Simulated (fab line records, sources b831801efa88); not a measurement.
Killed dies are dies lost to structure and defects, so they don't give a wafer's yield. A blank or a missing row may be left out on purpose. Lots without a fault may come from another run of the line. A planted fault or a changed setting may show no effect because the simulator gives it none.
Chamber matching | flow gf180mcu | GF_V5_CMP_04 on cmp-02: 4 sister chambers
The step polishes SiO2. 16 wafers are shown with their chamber, then 8 later ones without.

WAFERS WITH THEIR CHAMBER
wafer  | chamber | motor_current_A (A) | slurry_flow_ml_min
L680.4 | 0       | 12.1                | 150.1
L680.5 | 3       | 13.8                | 150.3
L680.6 | 2       | 11.0                | 150.0
L682.2 | 0       | 12.1                | 149.8
L682.4 | 1       | 13.6                | 148.7
L682.6 | 2       | 10.5                | 149.7
L686.2 | 0       | 12.2                | 150.2
L686.4 | 3       | 12.9                | 150.0
L686.6 | 2       | 10.6                | 150.4
L690.1 | 3       | 13.7                | 150.0
L690.2 | 2       | 11.0                | 149.4
L690.6 | 1       | 13.3                | 149.8
L691.2 | 2       | 10.7                | 149.9
L691.3 | 3       | 13.1                | 150.5
L691.5 | 1       | 13.1                | 149.8
L692.2 | 3       | 13.9                | 150.2

SIGNATURES (means of the wafers above)
reading            | chamber 0 | chamber 1 | chamber 2 | chamber 3 | scatter within a chamber
motor_current_A    | 12.133    | 13.333    | 10.760    | 13.480    | 0.31
slurry_flow_ml_min | 150.033   | 149.433   | 149.880   | 150.200   | 0.368
Rule: a wafer's distance from a chamber is the root of the sum, over the readings, of the square of ((its reading less the chamber's mean) divided by the reading's scatter). The wafer belongs to the nearest chamber; if the next one is less than 2 further off, it can't be placed. The scatter: the root of (the sum of the squares of (reading less its chamber's mean) over the shown wafers, divided by (wafers less chambers)).

WAFERS WITHOUT THEIR CHAMBER
wafer  | motor_current_A (A) | slurry_flow_ml_min
L692.4 | 10.4                | 150.2
L692.6 | 10.3                | 150.5
L694.2 | 14.0                | 149.8
L694.5 | 10.6                | 150.1
L694.6 | 14.6                | 150.4
L693.1 | 12.1                | 150.3
L693.2 | 13.4                | 150.8
L693.5 | 10.3                | 150.6

WHICH CHAMBER EACH WENT THROUGH
wafer  | from the rows above     | in truth
L692.4 | 2                       | 2
L692.6 | 2                       | 2
L694.2 | can't be placed: 3 or 1 | 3
L694.5 | 2                       | 2
L694.6 | can't be placed: 3 or 1 | 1
L693.1 | 0                       | 0
L693.2 | 3                       | 3
L693.5 | 2                       | 2
Placed correctly: 6 of 8. Can't be placed from these rows: 2 (the true chamber is among the candidates in 2). Placed wrongly: 0.
